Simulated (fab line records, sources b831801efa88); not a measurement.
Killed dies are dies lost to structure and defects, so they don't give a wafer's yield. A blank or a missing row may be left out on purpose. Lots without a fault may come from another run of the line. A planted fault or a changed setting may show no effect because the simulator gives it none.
Which tool did it? | flow sky130 | 24 lots, 72 wafers sampled, at 5 steps of a route of 708

WHAT THE GAUGES READ, wafer by wafer
SKY_METAL2_CD_MEAS_15: target cd 140 nm. Usual: cd_nm 139.8 nm, standard deviation 1.3.
lot  | measured     | on        | cd_nm (nm)        | flag
L074 | day 34 21:28 | cd_sem-01 | 139.4 139.6 140.4 |
L075 | day 35 01:54 | cd_sem-02 | 140.7 139.0 139.0 |
L076 | day 35 13:49 | cd_sem-01 | 138.7 138.3 139.0 |
L077 | day 35 20:58 | cd_sem-02 | 140.7 140.6 140.6 |
L078 | day 36 07:58 | cd_sem-02 | 139.8 138.1 139.6 |
L079 | day 36 13:55 | cd_sem-02 | 140.3 140.5 138.9 |
L080 | day 36 23:40 | cd_sem-01 | 138.6 138.9 138.1 |
L081 | day 37 10:46 | cd_sem-02 | 139.9 140.6 139.7 |
L082 | day 38 07:42 | cd_sem-01 | 137.7 136.1 137.1 |
L085 | day 38 18:58 | cd_sem-02 | 138.8 137.7 138.9 |
L084 | day 38 21:47 | cd_sem-02 | 141.5 142.3 139.9 |
L083 | day 38 23:01 | cd_sem-02 | 140.2 140.4 139.8 |
L086 | day 39 05:29 | cd_sem-02 | 140.3 138.6 138.9 |
L087 | day 39 07:24 | cd_sem-02 | 139.8 140.4 139.6 |
L088 | day 39 11:43 | cd_sem-01 | 139.8 140.0 140.2 |
L089 | day 39 22:22 | cd_sem-01 | 140.0 139.9 140.1 |
L090 | day 40 04:22 | cd_sem-01 | 141.6 140.8 142.3 |
L091 | day 40 07:25 | cd_sem-01 | 139.0 138.2 137.3 |
L092 | day 41 01:14 | cd_sem-01 | 143.4 142.6 142.4 |
L093 | day 41 01:52 | cd_sem-01 | 140.2 141.9 140.0 |
L094 | day 41 02:30 | cd_sem-01 | 139.6 140.3 140.0 |
L095 | day 41 10:32 | cd_sem-01 | 139.2 139.0 139.3 |
L096 | day 41 18:10 | cd_sem-01 | 140.1 141.0 140.3 |
L097 | day 42 03:05 | cd_sem-02 | 139.0 140.3 141.6 |

SKY_VIA2_BOW_MEAS_03. Usual: VIA2_BOW 86 um, standard deviation 8.2.
lot  | measured     | on            | VIA2_BOW (um) | flag
L074 | day 34 22:53 | film_metro-01 | 86 92 90      |
L075 | day 35 03:22 | film_metro-01 | 86 92 92      |
L076 | day 35 15:14 | film_metro-04 | 74 78 104     |
L077 | day 35 22:26 | film_metro-04 | 81 84 91      |
L078 | day 36 09:23 | film_metro-04 | 76 104 97     |
L079 | day 36 15:20 | film_metro-03 | 98 96 78      |
L080 | day 37 01:18 | film_metro-01 | 87 99 87      |
L081 | day 37 12:11 | film_metro-04 | 75 84 87      |
L082 | day 38 09:18 | film_metro-01 | 74 88 92      |
L085 | day 38 20:49 | film_metro-04 | 79 77 74      |
L084 | day 38 23:16 | film_metro-04 | 95 96 100     |
L083 | day 39 00:46 | film_metro-01 | 92 78 83      |
L086 | day 39 07:14 | film_metro-04 | 85 86 86      |
L087 | day 39 09:10 | film_metro-03 | 88 85 91      |
L088 | day 39 13:48 | film_metro-01 | 87 85 85      |
L089 | day 39 23:51 | film_metro-03 | 90 84 92      |
L090 | day 40 06:08 | film_metro-03 | 72 88 73      |
L091 | day 40 09:15 | film_metro-04 | 90 97 99      |
L092 | day 41 02:40 | film_metro-01 | 84 80 72      |
L093 | day 41 03:17 | film_metro-04 | 76 75 80      |
L094 | day 41 04:23 | film_metro-04 | 101 104 105   |
L095 | day 41 11:57 | film_metro-01 | 77 79 78      |
L096 | day 41 19:37 | film_metro-04 | 73 81 85      |
L097 | day 42 04:41 | film_metro-04 | 86 95 79      |

SKY_VIA3_BOW_MEAS_03. Usual: VIA3_BOW 79 um, standard deviation 8.5.
lot  | measured     | on            | VIA3_BOW (um) | flag
L074 | day 38 08:49 | film_metro-02 | 80 85 84      |
L075 | day 38 14:34 | film_metro-01 | 86 91 93      |
L076 | day 39 00:14 | film_metro-01 | 67 71 96      |
L077 | day 39 07:49 | film_metro-01 | 69 75 80      |
L078 | day 39 18:16 | film_metro-01 | 72 99 92      |
L079 | day 40 00:18 | film_metro-03 | 93 92 72      |
L080 | day 40 07:05 | film_metro-03 | 76 88 76      |
L081 | day 40 18:45 | film_metro-01 | 65 73 79      |
L082 | day 41 13:04 | film_metro-01 | 69 81 86      |
L085 | day 42 02:16 | film_metro-01 | 76 73 69      |
L084 | day 42 03:52 | film_metro-01 | 84 87 90      |
L083 | day 42 06:10 | film_metro-01 | 84 71 76      |
L086 | day 42 12:58 | film_metro-02 | 77 79 78      |
L087 | day 42 13:17 | film_metro-01 | 80 77 83      |
L088 | day 42 16:46 | film_metro-03 | 87 84 83      |
L089 | day 43 02:15 | film_metro-02 | 77 72 81      |
L090 | day 43 09:05 | film_metro-03 | 64 81 66      |
L091 | day 43 11:05 | film_metro-01 | 75 83 84      |
L092 | day 44 03:50 | film_metro-02 | 79 78 69      |
L093 | day 44 04:37 | film_metro-01 | 68 66 70      |
L094 | day 44 05:12 | film_metro-01 | 92 95 96      |
L095 | day 44 12:50 | film_metro-01 | 71 72 71      |
L096 | day 44 20:30 | film_metro-03 | 71 79 80      |
L097 | day 45 03:29 | film_metro-01 | 75 84 69      |

SKY_CAP2M_RS_MEAS_03: measures by four-point-probe. Usual: CAP2M_TIN_RS 6.93 ohm/sq, standard deviation 0.077.
lot  | measured     | on            | CAP2M_TIN_RS (ohm/sq) | flag
L074 | day 39 12:00 | film_metro-04 | 7.00 6.86 6.92        |
L075 | day 39 17:43 | film_metro-04 | 6.94 6.91 6.83        |
L076 | day 40 02:21 | film_metro-04 | 6.96 7.01 7.01        |
L077 | day 40 10:11 | film_metro-02 | 6.90 6.97 7.11        |
L078 | day 40 19:57 | film_metro-03 | 6.88 7.16 6.90        |
L079 | day 41 02:07 | film_metro-03 | 6.79 6.87 6.87        |
L080 | day 41 09:30 | film_metro-04 | 6.92 7.00 7.01        |
L081 | day 41 20:52 | film_metro-02 | 6.88 6.89 7.04        |
L082 | day 42 14:52 | film_metro-02 | 6.96 7.05 6.90        |
L085 | day 43 03:22 | film_metro-02 | 7.07 6.98 7.02        |
L084 | day 43 04:44 | film_metro-02 | 6.88 6.86 6.81        |
L083 | day 43 06:31 | film_metro-03 | 6.83 6.87 6.88        |
L086 | day 43 14:07 | film_metro-04 | 6.80 6.79 6.91        |
L087 | day 43 14:10 | film_metro-02 | 6.93 7.03 6.97        |
L088 | day 43 17:38 | film_metro-02 | 6.77 6.86 6.78        |
L089 | day 44 03:09 | film_metro-03 | 6.87 6.80 6.83        |
L090 | day 44 08:59 | film_metro-04 | 6.87 6.93 6.88        |
L091 | day 44 10:48 | film_metro-03 | 6.99 7.01 7.06        |
L092 | day 45 03:20 | film_metro-02 | 6.90 6.88 6.95        |
L093 | day 45 04:44 | film_metro-02 | 6.99 7.06 7.01        |
L094 | day 45 05:37 | film_metro-02 | 6.94 6.92 6.96        |
L095 | day 45 12:23 | film_metro-02 | 6.92 6.91 6.93        |
L096 | day 45 20:11 | film_metro-03 | 6.90 6.91 6.92        |
L097 | day 46 02:03 | film_metro-02 | 7.08 7.00 7.00        |

WHICH TOOL RAN EACH LOT (tool, then ch and the chambers of the sampled wafers, then the start)
lot  | SKY_METAL2_SPUTTER_00
L074 | pvd_sputter-02, day 33 18:28
L075 | pvd_sputter-01, day 33 23:16
L076 | pvd_sputter-02, day 34 10:53
L077 | pvd_sputter-04, day 34 17:52
L078 | pvd_sputter-01, day 35 04:32
L079 | pvd_sputter-01, day 35 10:44
L080 | pvd_sputter-02, day 35 20:35
L081 | pvd_sputter-02, day 36 07:32
L082 | pvd_sputter-02, day 37 06:01
L085 | pvd_sputter-04, day 37 14:50
L084 | pvd_sputter-02, day 37 20:47
L083 | pvd_sputter-02, day 37 21:31
L086 | pvd_sputter-02, day 38 05:26
L087 | pvd_sputter-04, day 38 06:26
L088 | pvd_sputter-02, day 38 10:23
L089 | pvd_sputter-04, day 38 20:53
L090 | pvd_sputter-04, day 39 03:34
L091 | pvd_sputter-04, day 39 05:45
L092 | pvd_sputter-04, day 40 00:49
L093 | pvd_sputter-04, day 40 01:31
L094 | pvd_sputter-02, day 40 02:10
L095 | pvd_sputter-04, day 40 10:11
L096 | pvd_sputter-02, day 40 18:23
L097 | pvd_sputter-02, day 41 02:50
- SKY_METAL2_SPUTTER_00: material Ti, target thk 15 nm, time 10 s.

WHAT THE TOOLS THEMSELVES READ (means of the sampled wafers that have a number; where no wafer has one, the mark that the record gives instead)
SKY_METAL2_SPUTTER_00. Usual: throttle_valve_pct 30.2 %, standard deviation 1.1.
lot  | tool           | throttle_valve_pct (%) | flag
L074 | pvd_sputter-02 | 30.3                   |
L075 | pvd_sputter-01 | 31.2                   |
L076 | pvd_sputter-02 | 30.5                   |
L077 | pvd_sputter-04 | 29.3                   |
L078 | pvd_sputter-01 | 30.6                   |
L079 | pvd_sputter-01 | 30.6                   |
L080 | pvd_sputter-02 | 31.0                   |
L081 | pvd_sputter-02 | 30.9                   |
L082 | pvd_sputter-02 | 30.4                   |
L085 | pvd_sputter-04 | 29.3                   |
L084 | pvd_sputter-02 | 30.7                   |
L083 | pvd_sputter-02 | 30.3                   |
L086 | pvd_sputter-02 | 30.4                   |
L087 | pvd_sputter-04 | 30.2                   |
L088 | pvd_sputter-02 | 30.5                   |
L089 | pvd_sputter-04 | 29.3                   |
L090 | pvd_sputter-04 | 29.4                   |
L091 | pvd_sputter-04 | 29.4                   |
L092 | pvd_sputter-04 | 30.2                   |
L093 | pvd_sputter-04 | 30.2                   |
L094 | pvd_sputter-02 | 30.3                   |
L095 | pvd_sputter-04 | 28.4                   |
L096 | pvd_sputter-02 | 30.5                   |
L097 | pvd_sputter-02 | 30.4                   |

THE ANSWER, worked out from the rows above alone
Rule: a lot is off if the mean of its wafers that have a number lies more than 3 standard deviations from the usual mean. A lot without any number at a reading at which 4 lots or more have one is off too. The other lots that the step has rows for count as sound. The gauges are gone through in route order, then the tools' own readings, and for those a lot's mean is taken as printed above. The first step at which some lot is off is used, and at that step the reading that is off furthest; a lot without a number counts as furthest.
No lot is off at any reading shown: from this, nothing can be told.

WHAT THE SIMULATOR HAD PUT IN
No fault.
